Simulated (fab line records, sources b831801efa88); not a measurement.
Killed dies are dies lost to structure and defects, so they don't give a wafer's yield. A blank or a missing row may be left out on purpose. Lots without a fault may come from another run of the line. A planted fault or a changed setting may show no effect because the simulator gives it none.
One fault seen from 2 desks | flow sky130 | each desk has only its own numbers; what lay behind them comes last

THE TOOL OWNER'S DESK: litho_track-02
The tool's own readings at SKY_VIA3_COAT_07 (resist thk 450 nm): means of the sampled wafers that have a number, for each lot that ran on this tool. A lot is out of limits, marked OUT, if its mean lies more than 4 standard deviations from the usual mean; the brackets give that distance.
Columns: A = chill_plate_temp_C at SKY_VIA3_COAT_07, usual 23.02 C; B = spin_speed_rpm at SKY_VIA3_COAT_07, usual 3000.3 rpm
lot  | first seen here | A     | B
L483 | day 41 04:00    | 22.95 | 2999.7
L484 | day 42 00:00    | 23.11 | 2951.6 (-24) OUT
L487 | day 42 14:00    | 22.90 | 2951.9 (-24) OUT
This desk's finding: out of limits on L484, L487; first on L484, day 42 00:00 (spin_speed_rpm at SKY_VIA3_COAT_07). In limits: L483.

THE METROLOGY DESK
What the gauges read, lot by lot, whatever tool the lot ran on: means of the sampled wafers that have a number. A lot is out of limits, marked OUT, if its mean lies more than 4 standard deviations from the usual mean; the brackets give that distance.
Columns: A = VIA3_HDPCVD_THK at SKY_VIA3_THK_MEAS_01, usual 1633 nm; B = VIA3_BOW at SKY_VIA3_BOW_MEAS_03, usual 79 um; C = cd_nm at SKY_VIA3_CD_MEAS_12, usual 200.4 nm; D = VIA3_OVL at SKY_VIA3_OVL_MEAS_13, usual -1 nm
lot  | first seen here | A    | B  | C     | D
L483 | day 40 15:35    | 1643 | 77 | 200.2 | -5
L484 | day 41 12:49    | 1623 | 92 | 201.4 | -4
L487 | day 42 02:31    | 1632 | 74 | 199.2 | -5
L490 | day 42 20:59    | 1644 | 70 | 199.7 | -5
L491 | day 42 23:49    | 1655 | 69 | 202.3 | -10
L496 | day 44 06:05    | 1624 | 94 | 201.9 | -0
This desk's finding: nothing out of limits on any of the 6 lots.

PUT TOGETHER
The tool owner's desk could have raised an alarm at day 42 00:00, on L484, L487.
The metrology desk saw nothing out of limits.
The metrology desk has L484, L487 on record, within its limits.
Of the lots named, all ran SKY_VIA3_COAT_07 on litho_track-02.

WHAT THE SIMULATOR HAD PUT IN
Process parameter drift: litho_track-02, from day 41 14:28 on, at SKY_VIA3_COAT_07. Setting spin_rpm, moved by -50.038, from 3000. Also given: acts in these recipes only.
Lots struck among those shown: L484, L487.
Hours from the fault's start to each desk's first reading out of limits: the tool owner's desk, 10.
